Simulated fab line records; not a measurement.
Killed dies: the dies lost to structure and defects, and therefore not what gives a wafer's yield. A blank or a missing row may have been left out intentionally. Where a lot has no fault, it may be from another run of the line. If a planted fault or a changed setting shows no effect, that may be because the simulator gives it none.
Matching of chambers	flow gf180mcu	3 sister chambers for GF_V1_CVD_02 on pecvd-03
The step deposits SiO2 from TEOS, target thk 850 nm, time 94.851 s. 16 wafers are shown with their chamber, then 8 later ones without.

== WAFERS PAIRED WITH THEIR CHAMBERS ==
wafer	chamber	heaterPowerW (W)	susceptorTempC (C)
L341.1	2	997	399.65
L341.3	0	578	400.04
L341.5	2	824	399.77
L354.1	0	613	400.20
L354.2	1	631	399.92
L354.5	2	969	399.85
L355.3	0	609	400.04
L355.4	2	1003	400.15
L355.6	1	729	400.16
L356.1	1	614	399.67
L356.5	0	625	400.03
L356.6	2	919	399.95
L357.1	2	945	400.16
L357.5	2	988	399.99
L357.6	1	707	400.11
L361.1	1	709	400.10

SIGNATURES (means of the wafers above)
reading	chamber 0	chamber 1	chamber 2	scatter within a chamber
heaterPowerW	606.25	678.00	949.29	52.3
susceptorTempC	400.0775	399.9920	399.9314	0.175
Rule: a wafer's distance from a chamber is the root of the sum, over the readings, of the square of ((its reading less the chamber's mean) divided by the reading's scatter). If the next closest chamber is less than 2 further off than the closest, the wafer can't be placed; otherwise it belongs to the closest. The scatter: the root of (the sum of the squares of (reading less its chamber's mean) over the shown wafers, divided by (wafers less chambers)).

== WAFERS WITHOUT THEIR CHAMBER ==
wafer	heaterPowerW (W)	susceptorTempC (C)
L361.5	501	400.30
L361.6	745	399.99
L362.1	606	399.99
L362.4	636	400.16
L362.6	729	399.92
L363.2	890	399.72
L363.3	722	400.05
L363.6	743	400.27

== WHICH CHAMBER EACH WENT THROUGH ==
wafer	from the rows above	in truth
L361.5	can't be placed: 0 or 1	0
L361.6	can't be placed: 1 or 0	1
L362.1	can't be placed: 0 or 1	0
L362.4	can't be placed: 0 or 1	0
L362.6	can't be placed: 1 or 0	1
L363.2	2	2
L363.3	can't be placed: 1 or 0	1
L363.6	can't be placed: 1 or 0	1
1 of 8 placed correctly. Can't be placed from these rows: 7 (the true chamber is among the candidates in 7). 0 placed wrongly.
